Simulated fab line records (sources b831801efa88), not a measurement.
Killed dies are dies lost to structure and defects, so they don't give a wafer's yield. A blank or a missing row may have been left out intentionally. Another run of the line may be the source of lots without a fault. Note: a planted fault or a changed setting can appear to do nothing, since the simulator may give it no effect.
A struck lot beside a sound one + flow sky130 + 15 steps out of a route of 708
Sound: these wafers, L364.1, L364.2, L364.6. The struck wafers were L369.1, L369.2, L369.6. At the end, the cause is stated.
For every step that has rows: the tool of each side, followed by ch and its chambers, followed by its first start. Under that, the readings that differ: sound wafers + struck wafers + difference of the means + sigmas: that difference in standard deviations of wafers without a fault.
alike: same words and numbers on both sides, and readings whose means sit less than 2 such deviations apart. not compared: any withheld reading, any reading some wafer has no value for, any bound like >300 that may hide the same value, and any number with overlapping values for which the record gives no deviation.
A row with sigmas, a row that says differs or no value, or rows on one side alone: a step with any of these is where the two part. When numbers do not overlap yet have no deviation, they are printed without sigmas and do not part them. A reading missing from all wafers of one side parts the sides only when that side holds two or more wafers.

SKY_VT_ADJUST_LVTN_OVL_MEAS_07:
  struck on overlay-01, day 11 19:08; sound on overlay-01, day 11 03:58
| reading                 | sound        | struck         | difference | sigmas |
|-------------------------|--------------|----------------|------------|--------|
| VT_ADJUST_LVTN_OVL (nm) | -1.0 0.3 1.9 | -1.3 -3.0 -2.2 | -2.6       | -2     |
following that, these wafers have no rows for 1 step: SKY_VT_ADJUST_LVTN_IMPLANT_08.
SKY_VT_ADJUST_LVTN_STRIP_09: strips in O2/N2.
  sound on plasma-asher-04 ch 0,1, day 11 04:09; struck on plasma-asher-04 ch 0,1, day 11 19:19
  alike: drypump-motor-current-A, oes-product-au, strip-time-to-endpoint-s
  not compared: rf-hours-counter-h
SKY_VT_ADJUST_LVTN_TW_MEAS_10:
  struck on film-metro-02, day 11 19:25; sound on film-metro-04, day 11 04:15
  alike: VT_ADJUST_LVTN_TW
then, 7 steps without rows for these wafers: SKY_VT_ADJUST_LVTN_DEHYDRATE_11 (time 60 s); SKY_VT_ADJUST_LVTN_HMDS_12 (prime time 60 s); SKY_VT_ADJUST_LVTN_COAT_13 (resist thk 1140 nm); SKY_VT_ADJUST_LVTN_SOFTBAKE_14 (time 60 s); SKY_VT_ADJUST_LVTN_EXPOSE_15 (exposes mask HVN STD DERIVED, target cd 600 nm); SKY_VT_ADJUST_LVTN_PEB_16; SKY_VT_ADJUST_LVTN_DEVELOP_17 (develop time 60 s).
SKY_VT_ADJUST_LVTN_OVL_MEAS_18:
  struck on overlay-01, day 12 18:23; sound on overlay-01, day 12 03:25
  alike: VT_ADJUST_LVTN_01_OVL
SKY_VT_ADJUST_LVTN_IMPLANT_19:
  struck on implanter-04, day 12 18:25; sound on implanter-02 ch 0, day 12 03:28
  no value came back on the struck wafers for beam-energy-keV, beam-on-s (s); on the sound wafers beam-energy-keV reads 30.006 29.991 30.001
SKY_VT_ADJUST_LVTN_STRIP_20: strips in O2/N2.
  sound on plasma-asher-02 ch 0,1, day 12 03:37; struck on plasma-asher-01 ch 0,1, day 12 18:34
  alike: drypump-motor-current-A, oes-product-au, strip-time-to-endpoint-s
  not compared: rf-hours-counter-h
SKY_VT_ADJUST_LVTN_TW_MEAS_21:
  struck on film-metro-02, day 12 18:40; sound on film-metro-03, day 12 03:43
| reading             | sound             | struck         | difference | sigmas      |
|---------------------|-------------------|----------------|------------|-------------|
| VT_ADJUST_LVTN_2_TW | 185.8 185.7 184.9 | 30.2 30.0 29.9 | -155.4     | -99 or more |

WHERE THEY PART
Earliest at SKY_VT_ADJUST_LVTN_OVL_MEAS_07; latest, in this record, at SKY_VT_ADJUST_LVTN_TW_MEAS_21.

WHY: the cause the simulator had injected
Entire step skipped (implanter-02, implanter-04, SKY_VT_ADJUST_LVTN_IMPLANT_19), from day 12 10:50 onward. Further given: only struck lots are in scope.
